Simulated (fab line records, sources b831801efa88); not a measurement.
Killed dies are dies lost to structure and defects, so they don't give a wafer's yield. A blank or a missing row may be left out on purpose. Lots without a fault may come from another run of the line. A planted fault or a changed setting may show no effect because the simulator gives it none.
fab line records | flow sfq_line
record lots=15 wafers=43 last_day=83
route steps=325 shown JJ@180 R5@223 I5@235
lots that met no fault: from a run of the same line without faults
start_h: hours from the record's first day to the start of the lot's first wafer shown | wait_h: hours since the lot's step before | " the same as in the row above | L1.1+2: a row that stands for several wafers | - no value, or no start given | * or withheld: withheld | < > ~ a bound
route shown NAME@n: a module of which the file shows steps, and the number in the route of the first | usual: mean/standard deviation of fault-free wafers | same: alike in all rows | chamber/n: place in a boat | sites: the reading at each site | _std_site: their standard deviation | _edge_site: outer sites' mean less inner sites' | radius_mm: how far each site lies from the wafer's centre | mask NAME#n: copy n | behind: the tool/chamber that last shaped the wafer | hold: why the lot was held/for how many hours/how that ended | device: the transistor (n, p or np) that didn't switch | end of line: the same wafers' tests at the end of the route | a step without rows: its recipe alone | killed: dies lost to structure and defects at the first sort, not the wafer's yield | map: a wafer's dies, x killed, . not, _ none there
set.NAME: the setting as run; set.NAME@STEP: as run at that earlier step | model.NAME: the simulator's own value behind a step, which no gauge read
steps of the route over a sample of lots; a table a step, a row a wafer
services: from which hour (start_h, from the record's first day; less than 0 if before it) a tool's chamber was out of use, for how many hours, and why
## steps
# step SFQ_TRILAYER_JJ_TRILAYER_DEP_SPUTTER_110
# recipe material=Al base_pressure_pa=1.33e-06 target_thk_nm=8 power_w=500 time_s=10 chamber_pressure_pa=0.4
# usual throttle_valve_pct=29.8/1.4
# columns lot.wafer tool chamber start_h wait_h throttle_valve_pct
L213.1 pvd_sputter-03 - 1158.12 0.0 31.4
L213.4 " - " " 30.0
L213.6 " - " " 28.8
L214.1 pvd_sputter-03 - 1165.74 0.0 28.8
L214.5 " - " " 31.7
L214.6 " - " " 30.0
L215.2 pvd_sputter-05 - 1167.56 0.0 30.3
L215.3 " - " " 28.3
L215.6 " - " " 28.2
L217.1 pvd_sputter-05 - 1214.95 0.0 30.6
L217.2 " - " " 30.4
L217.5 " - " " 31.1
L218.1 pvd_sputter-05 - 1222.18 0.0 30.7
L218.2 " - " " 31.7
L218.6 " - " " 28.3
L220.1 pvd_sputter-03 - 1238.19 0.0 31.6
L220.4 " - " " 30.0
L220.5 " - " " 31.6
L223.2 pvd_sputter-05 - 1357.56 0.0 28.1
L223.5 " - " " 31.5
L223.6 " - " " 28.1
L226.1 pvd_sputter-05 - 1389.65 0.0 32.1
L226.2 " - " " 30.4
L226.5 " - " " 30.2
L227.3 pvd_sputter-04 - 1392.65 0.0 31.1
L227.4 " - " " 27.3
L228.1 pvd_sputter-03 - 1399.25 0.0 28.3
L228.3 " - " " 31.6
L231.1 pvd_sputter-05 - 1442.14 0.0 30.3
L231.5 " - " " 30.7
L231.6 " - " " 28.1
L232.1 pvd_sputter-04 - 1474.54 0.0 27.3
L232.4 " - " " 31.2
L232.6 " - " " 27.8
L233.1 pvd_sputter-05 - 1482.94 0.0 31.0
L233.3 " - " " 31.9
L233.5 " - " " 30.4
L235.2 pvd_sputter-03 - 1492.54 0.0 28.8
L235.4 " - " " 30.2
L235.6 " - " " 30.1
L236.1 pvd_sputter-04 - 1503.31 0.0 30.7
L236.3 " - " " 27.4
L236.5 " - " " 27.7
# step SFQ_R5_OVL_MEAS_935
# usual R5_OVL=0/5.1
# columns lot.wafer tool chamber start_h wait_h R5_OVL[nm]
L213.1 overlay-02 - 1340.59 0.1 7
L213.4 " - " " 9
L213.6 " - " " 6
L214.1 overlay-02 - 1345.39 0.1 3
L214.5 " - " " -4
L214.6 " - " " -8
L215.2 overlay-02 - 1349.00 0.1 -3
L215.3 " - " " -8
L215.6 " - " " -9
L217.1 overlay-02 - 1353.79 0.1 -4
L217.2 " - " " 7
L217.5 " - " " -4
L218.1 overlay-02 - 1357.39 0.1 -5
L218.2 " - " " -2
L218.6 " - " " 0
L220.1 overlay-02 - 1366.99 0.1 11
L220.4 " - " " -6
L220.5 " - " " 7
L223.2 overlay-02 - 1481.85 0.1 -4
L223.5 " - " " -6
L223.6 " - " " -4
L226.1 overlay-02 - 1518.55 0.1 -1
L226.2 " - " " -8
L226.5 " - " " -5
L227.3 overlay-02 - 1521.04 0.1 -3
L227.4 " - " " 0
L228.1 overlay-02 - 1534.41 0.1 1
L228.3 " - " " 2
L231.1 overlay-01 - 1661.29 0.1 0
L231.5 " - " " -2
L231.6 " - " " 3
L232.1 overlay-01 - 1664.43 0.1 2
L232.4 " - " " 3
L232.6 " - " " -1
L233.1 overlay-02 - 1674.08 0.1 -2
L233.3 " - " " -2
L233.5 " - " " -8
L235.2 overlay-01 - 1692.03 0.1 1
L235.4 " - " " 0
L235.6 " - " " 5
L236.1 overlay-01 - 1699.69 0.1 -1
L236.3 " - " " -2
L236.5 " - " " 5
# step SFQ_TRILAYER_R5_BARC_OPEN_METAL_ETCH_177
# recipe mask_material=PR chemistry=O2 target_depth_nm=125 target=BARC icp_w=600 bias_w=80 pressure_mtorr=10 time_s=41.7
# usual drypump_motor_current_A=5.71/0.3 oes_product_au=0.686/0.0044 run_length_s=70.1/0.46
# columns lot.wafer tool chamber start_h wait_h drypump_motor_current_A oes_product_au rf_hours_counter_h run_length_s
L213.1 rie_metal-02 1 1340.63 0.0 5.87 0.689 51 70.2
L213.4 " 1 " " 5.90 0.686 - 70.5
L213.6 " 0 " " 5.63 0.687 - 70.5
L214.1 rie_metal-04 0 1345.43 0.0 5.48 0.682 30 70.0
L214.5 " 1 " " 5.18 0.684 - 69.1
L214.6 " 0 " " 5.50 0.686 - 70.2
L215.2 rie_metal-02 1 1349.03 0.0 5.88 0.681 52 70.4
L215.3 " 0 " " 5.64 0.682 - 70.3
L215.6 " 1 " " 5.88 0.678 - 70.4
L217.1 rie_metal-01 1 1353.83 0.0 6.11 0.683 14 69.6
L217.2 " 0 " " 5.32 0.687 101 69.8
L217.5 " 1 " " 6.11 0.689 - 69.4
L218.1 rie_metal-02 1 1357.43 0.0 5.89 0.676 54 70.3
L218.2 " 0 " " 5.65 0.686 36 70.5
L218.6 " 1 " " 5.90 0.689 - 70.5
L220.1 rie_metal-01 1 1367.03 0.0 6.11 0.687 17 69.3
L220.4 " 1 " " 6.10 0.689 - 70.0
L220.5 " 1 " " 6.11 0.685 - 69.5
L223.2 rie_metal-01 1 1481.88 0.0 6.07 0.688 36 70.0
L223.5 " 0 " " 5.35 0.695 - 69.8
L223.6 " 1 " " 6.07 0.694 - 69.5
L226.1 rie_metal-02 1 1518.59 0.0 5.86 0.690 78 70.3
L226.2 " 0 " " 5.64 0.757 62 65.2
L226.5 " 0 " " 5.65 0.688 - 70.5
L227.3 rie_metal-02 0 1521.09 0.0 5.63 0.755 - 65.5
L227.4 " 1 " " 5.91 0.687 - 70.3
L228.1 rie_metal-02 0 1534.45 0.0 5.65 0.693 65 70.9
L228.3 " 1 " " 5.89 0.764 - 65.0
L231.1 rie_metal-01 0 1661.33 0.0 5.31 0.685 12 69.8
L231.5 " 0 " " 5.33 0.689 - 69.9
L231.6 " 1 " " 6.10 0.688 - 69.7
L232.1 rie_metal-01 1 1664.47 0.0 6.11 0.686 63 70.2
L232.4 " 1 " " 6.08 0.679 - 69.5
L232.6 " 1 " " 6.08 0.682 - 70.2
L233.1 rie_metal-02 1 1674.11 0.0 5.90 0.684 102 69.9
L233.3 " 0 " " 5.65 0.695 - 70.8
L233.5 " 0 " " 5.65 0.684 - 70.8
L235.2 rie_metal-04 1 1692.06 0.0 5.20 0.682 95 69.1
L235.4 " 1 " " 5.16 0.682 - 69.1
L235.6 " 1 " " 5.18 0.682 - 69.6
L236.1 rie_metal-02 1 1699.72 0.0 5.91 0.682 104 70.5
L236.3 " 1 " " 5.91 0.688 - 70.0
L236.5 " 0 " " 5.65 0.690 - 70.6
# step SFQ_I5_OVL_MEAS_936
# usual I5_OVL=0/4.7
# columns lot.wafer tool chamber start_h wait_h I5_OVL[nm]
L213.1 overlay-02 - 1372.99 0.1 2
L213.4 " - " " 0
L213.6 " - " " -7
L214.1 overlay-01 - 1419.79 0.1 -3
L214.5 " - " " -4
L214.6 " - " " -7
L215.2 overlay-01 - 1425.70 0.1 0
L215.3 " - " " 5
L215.6 " - " " -2
L217.1 overlay-02 - 1430.49 0.1 -4
L217.2 " - " " -2
L217.5 " - " " 2
L218.1 overlay-02 - 1432.89 0.1 2
L218.2 " - " " -5
L218.6 " - " " -3
L220.1 overlay-02 - 1438.89 0.1 -7
L220.4 " - " " -6
L220.5 " - " " -3
L223.2 overlay-02 - 1491.45 0.1 -5
L223.5 " - " " -6
L223.6 " - " " -5
L226.1 overlay-02 - 1530.63 0.1 3
L226.2 " - " " -5
L226.5 " - " " 0
L227.3 overlay-02 - 1533.04 0.1 -7
L227.4 " - " " 4
L228.1 overlay-02 - 1543.83 0.1 -1
L228.3 " - " " 1
L231.1 overlay-01 - 1665.63 0.1 10
L231.5 " - " " 6
L231.6 " - " " 7
L232.1 overlay-02 - 1667.64 0.1 -2
L232.4 " - " " 0
L232.6 " - " " -3
L233.1 overlay-02 - 1677.28 0.1 3
L233.3 " - " " 3
L233.5 " - " " 7
L235.2 overlay-01 - 1695.36 0.1 -4
L235.4 " - " " -11
L235.6 " - " " -5
L236.1 overlay-01 - 1719.16 0.1 12
L236.3 " - " " 10
L236.5 " - " " 10
## services
# columns tool chamber start_h hours kind
pvd_sputter-03 - 1134.39 0.9 repair
rie_metal-01 0 1160.92 49.1 repair
rie_metal-02 1 1166.96 2.4 repair
rie_metal-01 - 1199.70 14.6 pm
rie_metal-02 0 1245.67 2.5 repair
pvd_sputter-05 - 1256.87 4.1 repair
pvd_sputter-05 - 1279.63 54.3 repair
pvd_sputter-05 - 1291.66 1.2 repair
rie_metal-02 - 1324.52 1.4 pm
pvd_sputter-05 - 1328.50 5.1 repair
rie_metal-02 0 1361.30 8.1 repair
rie_metal-01 1 1372.04 4.8 repair
pvd_sputter-04 - 1379.86 0.6 repair
rie_metal-01 0 1390.89 7.9 repair
pvd_sputter-05 - 1394.72 10.5 repair
pvd_sputter-04 - 1406.95 2.3 repair
pvd_sputter-04 - 1425.00 1.3 repair
pvd_sputter-03 - 1441.77 6.0 repair
rie_metal-01 - 1477.19 1.0 repair
rie_metal-02 1 1487.13 19.3 repair
rie_metal-01 - 1494.21 0.3 repair
pvd_sputter-05 - 1510.74 3.7 repair
pvd_sputter-03 - 1540.05 1.8 repair
rie_metal-02 - 1626.85 2.8 pm
## key
first_sign step=SFQ_TRILAYER_R5_BARC_OPEN_METAL_ETCH_177 reading=oes_product_au direction=up sigmas=17 usual=0.686 struck=0.759
effect step=SFQ_TRILAYER_R5_BARC_OPEN_METAL_ETCH_177 reading=run_length_s direction=down sigmas=11 usual=* struck=*
met_at SFQ_TRILAYER_R5_BARC_OPEN_METAL_ETCH_177
struck_lots L226,L227,L228
struck_wafers L226.2,L227.3,L228.3
not_acting_at SFQ_TRILAYER_JJ_TRILAYER_DEP_SPUTTER_110,SFQ_R5_OVL_MEAS_935,SFQ_I5_OVL_MEAS_936
onset_between 1357.43 1518.59
fault kind=process_parameter_drift tool=rie_metal-02 chamber=- onset_h=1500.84 steps=SFQ_TRILAYER_R5_BARC_OPEN_METAL_ETCH_177 channel=time_s offset=* shape=step end_h=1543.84 scope=struck_wafers_only acts_in=* stated=*
